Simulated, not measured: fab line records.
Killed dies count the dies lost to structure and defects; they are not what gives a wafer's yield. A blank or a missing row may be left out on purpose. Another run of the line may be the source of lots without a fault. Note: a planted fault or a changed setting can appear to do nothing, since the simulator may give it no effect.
Which tool is to blame? / flow sky130 / 72 wafers from 24 lots sampled at 4 of the route's 708 steps

## WHAT THE GAUGES READ, wafer by wafer
SKY_VIA4_OVL_MEAS_11. Usual: for VIA4_OVL the level is -0.3 nm and the standard deviation is 1.4.
lot=L074; measured=day 42 17:30; on=overlay-01; VIA4_OVL (nm)=0.7 0.7 1.2; flag=
lot=L075; measured=day 43 02:54; on=overlay-01; VIA4_OVL (nm)=-1.9 -0.6 -0.7; flag=
lot=L076; measured=day 44 03:20; on=overlay-02; VIA4_OVL (nm)=0.0 -0.8 0.3; flag=
lot=L077; measured=day 44 04:10; on=overlay-01; VIA4_OVL (nm)=-0.2 -0.9 0.1; flag=
lot=L079; measured=day 44 08:40; on=overlay-02; VIA4_OVL (nm)=2.3 3.8 1.4; flag=
lot=L078; measured=day 44 09:23; on=overlay-01; VIA4_OVL (nm)=-2.1 -1.5 -2.5; flag=
lot=L080; measured=day 44 11:46; on=overlay-02; VIA4_OVL (nm)=1.6 -0.5 0.3; flag=
lot=L081; measured=day 44 13:29; on=overlay-01; VIA4_OVL (nm)=0.7 1.2 0.2; flag=
lot=L082; measured=day 45 03:38; on=overlay-02; VIA4_OVL (nm)=0.6 2.7 3.1; flag=
lot=L083; measured=day 45 07:01; on=overlay-02; VIA4_OVL (nm)=-0.1 -0.5 -2.6; flag=
lot=L085; measured=day 45 13:52; on=overlay-02; VIA4_OVL (nm)=2.4 3.5 1.5; flag=
lot=L084; measured=day 45 15:20; on=overlay-01; VIA4_OVL (nm)=-2.1 0.0 -1.4; flag=
lot=L086; measured=day 46 03:00; on=overlay-02; VIA4_OVL (nm)=-1.8 -2.9 0.1; flag=
lot=L089; measured=day 47 05:13; on=overlay-01; VIA4_OVL (nm)=-1.6 -3.7 -1.6; flag=
lot=L087; measured=day 47 07:27; on=overlay-02; VIA4_OVL (nm)=-0.3 -0.2 -1.4; flag=
lot=L088; measured=day 47 08:20; on=overlay-02; VIA4_OVL (nm)=0.3 1.1 0.3; flag=
lot=L090; measured=day 47 08:37; on=overlay-02; VIA4_OVL (nm)=0.0 -0.9 0.0; flag=
lot=L091; measured=day 47 08:52; on=overlay-02; VIA4_OVL (nm)=1.1 1.8 1.1; flag=
lot=L092; measured=day 47 10:47; on=overlay-02; VIA4_OVL (nm)=-0.1 0.0 -1.3; flag=
lot=L093; measured=day 47 11:05; on=overlay-01; VIA4_OVL (nm)=-1.8 -1.8 -2.0; flag=
lot=L094; measured=day 47 20:48; on=overlay-01; VIA4_OVL (nm)=-0.5 -0.9 -1.2; flag=
lot=L095; measured=day 48 02:28; on=overlay-01; VIA4_OVL (nm)=-1.7 -2.7 -0.6; flag=
lot=L096; measured=day 48 07:25; on=overlay-01; VIA4_OVL (nm)=-0.8 0.6 -0.2; flag=
lot=L097; measured=day 48 09:12; on=overlay-01; VIA4_OVL (nm)=-0.9 -0.5 -1.6; flag=

SKY_VIA4_THK_MEAS_20: measures by xrf. Usual: for VIA4_W_THK the level is 513 nm and the standard deviation is 5.5.
lot=L074; measured=day 42 18:32; on=film metro-01; VIA4_W_THK (nm)=514 517 508; flag=
lot=L075; measured=day 43 04:01; on=film metro-01; VIA4_W_THK (nm)=507 514 516; flag=
lot=L076; measured=day 44 04:23; on=film metro-01; VIA4_W_THK (nm)=515 512 518; flag=
lot=L077; measured=day 44 05:13; on=film metro-02; VIA4_W_THK (nm)=504 511 510; flag=
lot=L079; measured=day 44 09:42; on=film metro-04; VIA4_W_THK (nm)=519 512 510; flag=
lot=L078; measured=day 44 10:26; on=film metro-02; VIA4_W_THK (nm)=517 514 508; flag=
lot=L080; measured=day 44 12:48; on=film metro-04; VIA4_W_THK (nm)=509 508 513; flag=
lot=L081; measured=day 44 14:32; on=film metro-01; VIA4_W_THK (nm)=525 526 527; flag=
lot=L082; measured=day 45 04:41; on=film metro-01; VIA4_W_THK (nm)=512 511 518; flag=
lot=L083; measured=day 45 08:03; on=film metro-04; VIA4_W_THK (nm)=504 514 508; flag=
lot=L085; measured=day 45 14:57; on=film metro-01; VIA4_W_THK (nm)=503 500 507; flag=
lot=L084; measured=day 45 16:23; on=film metro-02; VIA4_W_THK (nm)=512 523 517; flag=
lot=L086; measured=day 46 04:02; on=film metro-04; VIA4_W_THK (nm)=523 518 518; flag=
lot=L089; measured=day 47 06:44; on=film metro-04; VIA4_W_THK (nm)=508 512 522; flag=
lot=L087; measured=day 47 08:53; on=film metro-01; VIA4_W_THK (nm)=519 505 515; flag=
lot=L088; measured=day 47 09:41; on=film metro-02; VIA4_W_THK (nm)=510 499 505; flag=
lot=L090; measured=day 47 10:14; on=film metro-02; VIA4_W_THK (nm)=514 516 512; flag=
lot=L091; measured=day 47 10:45; on=film metro-01; VIA4_W_THK (nm)=514 514 508; flag=
lot=L092; measured=day 47 12:21; on=film metro-01; VIA4_W_THK (nm)=514 506 501; flag=
lot=L093; measured=day 47 12:16; on=film metro-04; VIA4_W_THK (nm)=520 514 518; flag=
lot=L094; measured=day 47 21:54; on=film metro-02; VIA4_W_THK (nm)=512 511 510; flag=
lot=L095; measured=day 48 03:35; on=film metro-01; VIA4_W_THK (nm)=520 513 510; flag=
lot=L096; measured=day 48 08:43; on=film metro-01; VIA4_W_THK (nm)=509 503 511; flag=
lot=L097; measured=day 48 10:23; on=film metro-02; VIA4_W_THK (nm)=512 507 518; flag=

## WHICH TOOL RAN EACH LOT (tool, then ch and the chambers of the sampled wafers, then the start)
lot=L074; SKY_CAP2M_STRIP_14=plasma asher-01 ch 0,1, day 40 15:58; SKY_METAL4_ETCH_17=rie diel-02 ch 0,1, day 41 17:21
lot=L075; SKY_CAP2M_STRIP_14=plasma asher-01 ch 0,1, day 41 02:04; SKY_METAL4_ETCH_17=rie diel-01 ch 2,3, day 42 02:39
lot=L076; SKY_CAP2M_STRIP_14=plasma asher-02 ch 0,1, day 42 04:19; SKY_METAL4_ETCH_17=rie diel-04 ch 0,1,3, day 43 03:30
lot=L077; SKY_CAP2M_STRIP_14=plasma asher-04 ch 0, day 42 05:13; SKY_METAL4_ETCH_17=rie diel-01 ch 1,2, day 43 04:33
lot=L079; SKY_CAP2M_STRIP_14=plasma asher-02 ch 0,1, day 42 09:35; SKY_METAL4_ETCH_17=rie diel-02 ch 0,2,3, day 43 09:30
lot=L078; SKY_CAP2M_STRIP_14=plasma asher-04 ch 0,1, day 42 11:19; SKY_METAL4_ETCH_17=rie diel-01 ch 1,2,3, day 43 10:27
lot=L080; SKY_CAP2M_STRIP_14=plasma asher-01 ch 0,1, day 42 11:34; SKY_METAL4_ETCH_17=rie diel-02 ch 0,1,3, day 43 10:57
lot=L081; SKY_CAP2M_STRIP_14=plasma asher-02 ch 0,1, day 42 14:16; SKY_METAL4_ETCH_17=rie diel-02 ch 0,1,3, day 43 13:17
lot=L082; SKY_CAP2M_STRIP_14=plasma asher-02 ch 0,1, day 43 06:32; SKY_METAL4_ETCH_17=rie diel-01 ch 0,3, day 44 05:08
lot=L083; SKY_CAP2M_STRIP_14=plasma asher-02 ch 0,1, day 43 09:25; SKY_METAL4_ETCH_17=rie diel-02 ch 0,1,3, day 44 08:35
lot=L085; SKY_CAP2M_STRIP_14=plasma asher-04 ch 0,1, day 43 17:07; SKY_METAL4_ETCH_17=rie diel-01 ch 0,1,2, day 44 16:06
lot=L084; SKY_CAP2M_STRIP_14=plasma asher-02 ch 0,1, day 43 18:11; SKY_METAL4_ETCH_17=rie diel-01 ch 1,2,3, day 44 17:20
lot=L086; SKY_CAP2M_STRIP_14=plasma asher-04 ch 0,1, day 44 07:16; SKY_METAL4_ETCH_17=rie diel-01 ch 0,2,3, day 45 05:14
lot=L089; SKY_CAP2M_STRIP_14=plasma asher-04 ch 0,1, day 45 08:52; SKY_METAL4_ETCH_17=rie diel-04 ch 1,2, day 46 07:02
lot=L087; SKY_CAP2M_STRIP_14=plasma asher-01 ch 0,1, day 45 11:13; SKY_METAL4_ETCH_17=rie diel-01 ch 0,1,3, day 46 08:45
lot=L088; SKY_CAP2M_STRIP_14=plasma asher-04 ch 0,1, day 45 11:29; SKY_METAL4_ETCH_17=rie diel-01 ch 0,1,3, day 46 09:46
lot=L090; SKY_CAP2M_STRIP_14=plasma asher-02 ch 0,1, day 45 11:46; SKY_METAL4_ETCH_17=rie diel-01 ch 0,1,2, day 46 10:12
lot=L091; SKY_CAP2M_STRIP_14=plasma asher-01 ch 0,1, day 45 13:21; SKY_METAL4_ETCH_17=rie diel-01 ch 0,2,3, day 46 10:27
lot=L092; SKY_CAP2M_STRIP_14=plasma asher-04 ch 0,1, day 45 15:57; SKY_METAL4_ETCH_17=rie diel-01 ch 1,3, day 46 12:57
lot=L093; SKY_CAP2M_STRIP_14=plasma asher-01 ch 0,1, day 45 16:23; SKY_METAL4_ETCH_17=rie diel-01 ch 0,3, day 46 13:39
lot=L094; SKY_CAP2M_STRIP_14=plasma asher-04 ch 0,1, day 46 04:10; SKY_METAL4_ETCH_17=rie diel-04 ch 1,2,3, day 47 01:38
lot=L095; SKY_CAP2M_STRIP_14=plasma asher-01 ch 1, day 46 09:41; SKY_METAL4_ETCH_17=rie diel-01 ch 0,1,2, day 47 06:00
lot=L096; SKY_CAP2M_STRIP_14=plasma asher-04 ch 0,1, day 46 12:48; SKY_METAL4_ETCH_17=rie diel-04 ch 2,3, day 47 09:57
lot=L097; SKY_CAP2M_STRIP_14=plasma asher-02 ch 0,1, day 46 16:02; SKY_METAL4_ETCH_17=rie diel-01 ch 0,2,3, day 47 12:50
- SKY_CAP2M_STRIP_14: strips in O2/N2.
- SKY_METAL4_ETCH_17: etches SiO2 in C4F8/O2/Ar, stops on TiN, time 3.9 s, target depth 15 nm.

## WHAT THE TOOLS THEMSELVES READ (means of the sampled wafers that have a number; where no wafer has one, the mark that the record gives instead)
SKY_CAP2M_STRIP_14. Usual: drypump motor current A 5.6 A, standard deviation 0.35; n2 flow sccm 300.1 sccm, standard deviation 0.78; oes product au 0.710 a.u., standard deviation 0.0048; strip time to endpoint s 12.64 s, standard deviation 0.042.
lot=L074; tool=plasma asher-01; drypump motor current A (A)=5.1; n2 flow sccm (sccm)=299.3; oes product au (a.u.)=0.709; strip time to endpoint s (s)=12.65; flag=
lot=L075; tool=plasma asher-01; drypump motor current A (A)=5.1; n2 flow sccm (sccm)=300.3; oes product au (a.u.)=0.711; strip time to endpoint s (s)=12.68; flag=
lot=L076; tool=plasma asher-02; drypump motor current A (A)=5.8; n2 flow sccm (sccm)=299.7; oes product au (a.u.)=0.712; strip time to endpoint s (s)=12.61; flag=
lot=L077; tool=plasma asher-04; drypump motor current A (A)=5.7; n2 flow sccm (sccm)=300.2; oes product au (a.u.)=0.708; strip time to endpoint s (s)=12.62; flag=
lot=L079; tool=plasma asher-02; drypump motor current A (A)=6.0; n2 flow sccm (sccm)=300.1; oes product au (a.u.)=0.717; strip time to endpoint s (s)=12.63; flag=
lot=L078; tool=plasma asher-04; drypump motor current A (A)=5.7; n2 flow sccm (sccm)=299.7; oes product au (a.u.)=0.711; strip time to endpoint s (s)=12.70; flag=
lot=L080; tool=plasma asher-01; drypump motor current A (A)=5.1; n2 flow sccm (sccm)=300.0; oes product au (a.u.)=0.710; strip time to endpoint s (s)=12.65; flag=
lot=L081; tool=plasma asher-02; drypump motor current A (A)=5.8; n2 flow sccm (sccm)=300.7; oes product au (a.u.)=0.712; strip time to endpoint s (s)=12.61; flag=
lot=L082; tool=plasma asher-02; drypump motor current A (A)=5.8; n2 flow sccm (sccm)=299.8; oes product au (a.u.)=0.711; strip time to endpoint s (s)=12.61; flag=
lot=L083; tool=plasma asher-02; drypump motor current A (A)=5.8; n2 flow sccm (sccm)=299.4; oes product au (a.u.)=0.708; strip time to endpoint s (s)=12.64; flag=
lot=L085; tool=plasma asher-04; drypump motor current A (A)=5.7; n2 flow sccm (sccm)=300.1; oes product au (a.u.)=0.714; strip time to endpoint s (s)=12.60; flag=
lot=L084; tool=plasma asher-02; drypump motor current A (A)=6.0; n2 flow sccm (sccm)=299.5; oes product au (a.u.)=0.708; strip time to endpoint s (s)=12.66; flag=
lot=L086; tool=plasma asher-04; drypump motor current A (A)=5.6; n2 flow sccm (sccm)=300.7; oes product au (a.u.)=0.707; strip time to endpoint s (s)=12.61; flag=
lot=L089; tool=plasma asher-04; drypump motor current A (A)=5.6; n2 flow sccm (sccm)=301.1; oes product au (a.u.)=0.715; strip time to endpoint s (s)=12.65; flag=
lot=L087; tool=plasma asher-01; drypump motor current A (A)=5.1; n2 flow sccm (sccm)=300.5; oes product au (a.u.)=0.707; strip time to endpoint s (s)=12.57; flag=
lot=L088; tool=plasma asher-04; drypump motor current A (A)=5.6; n2 flow sccm (sccm)=299.6; oes product au (a.u.)=0.712; strip time to endpoint s (s)=12.72; flag=
lot=L090; tool=plasma asher-02; drypump motor current A (A)=6.0; n2 flow sccm (sccm)=300.0; oes product au (a.u.)=0.710; strip time to endpoint s (s)=12.59; flag=
lot=L091; tool=plasma asher-01; drypump motor current A (A)=5.2; n2 flow sccm (sccm)=299.5; oes product au (a.u.)=0.708; strip time to endpoint s (s)=12.68; flag=
lot=L092; tool=plasma asher-04; drypump motor current A (A)=5.6; n2 flow sccm (sccm)=300.5; oes product au (a.u.)=0.711; strip time to endpoint s (s)=12.61; flag=
lot=L093; tool=plasma asher-01; drypump motor current A (A)=5.1; n2 flow sccm (sccm)=300.1; oes product au (a.u.)=0.712; strip time to endpoint s (s)=12.66; flag=
lot=L094; tool=plasma asher-04; drypump motor current A (A)=5.7; n2 flow sccm (sccm)=300.6; oes product au (a.u.)=0.709; strip time to endpoint s (s)=12.58; flag=
lot=L095; tool=plasma asher-01; drypump motor current A (A)=5.2; n2 flow sccm (sccm)=300.3; oes product au (a.u.)=0.712; strip time to endpoint s (s)=12.71; flag=
lot=L096; tool=plasma asher-04; drypump motor current A (A)=5.7; n2 flow sccm (sccm)=300.6; oes product au (a.u.)=0.705; strip time to endpoint s (s)=12.59; flag=
lot=L097; tool=plasma asher-02; drypump motor current A (A)=5.8; n2 flow sccm (sccm)=299.9; oes product au (a.u.)=0.706; strip time to endpoint s (s)=12.64; flag=

SKY_METAL4_ETCH_17. Usual: 0.753 a.u. for oes product au, sd 0.0072.
lot=L074; tool=rie diel-02; oes product au (a.u.)=0.753; flag=
lot=L075; tool=rie diel-01; oes product au (a.u.)=0.749; flag=
lot=L076; tool=rie diel-04; oes product au (a.u.)=0.754; flag=
lot=L077; tool=rie diel-01; oes product au (a.u.)=0.754; flag=
lot=L079; tool=rie diel-02; oes product au (a.u.)=0.750; flag=
lot=L078; tool=rie diel-01; oes product au (a.u.)=0.752; flag=
lot=L080; tool=rie diel-02; oes product au (a.u.)=0.755; flag=
lot=L081; tool=rie diel-02; oes product au (a.u.)=0.747; flag=
lot=L082; tool=rie diel-01; oes product au (a.u.)=0.749; flag=
lot=L083; tool=rie diel-02; oes product au (a.u.)=0.752; flag=
lot=L085; tool=rie diel-01; oes product au (a.u.)=0.752; flag=
lot=L084; tool=rie diel-01; oes product au (a.u.)=0.749; flag=
lot=L086; tool=rie diel-01; oes product au (a.u.)=0.744; flag=
lot=L089; tool=rie diel-04; oes product au (a.u.)=0.753; flag=
lot=L087; tool=rie diel-01; oes product au (a.u.)=0.746; flag=
lot=L088; tool=rie diel-01; oes product au (a.u.)=0.757; flag=
lot=L090; tool=rie diel-01; oes product au (a.u.)=0.752; flag=
lot=L091; tool=rie diel-01; oes product au (a.u.)=0.752; flag=
lot=L092; tool=rie diel-01; oes product au (a.u.)=0.750; flag=
lot=L093; tool=rie diel-01; oes product au (a.u.)=0.759; flag=
lot=L094; tool=rie diel-04; oes product au (a.u.)=0.759; flag=
lot=L095; tool=rie diel-01; oes product au (a.u.)=0.759; flag=
lot=L096; tool=rie diel-04; oes product au (a.u.)=0.755; flag=
lot=L097; tool=rie diel-01; oes product au (a.u.)=0.763; flag=

## THE ANSWER, worked out from the rows above alone
Rule: take the mean of a lot's wafers that have a number; if it is more than 3 standard deviations from the usual mean, the lot is off. A lot without any number at a reading at which 4 lots or more have one is off too. Any other lot the step has rows for is counted as sound. First the gauges in route order, then the tools' own readings, where a lot's mean is used as printed above. At the first step where some lot is off, the reading lying furthest off is the one used; lots without a number count as furthest.
Nothing can be told from this: no lot is off at any reading shown.

## WHAT THE SIMULATOR PUT IN
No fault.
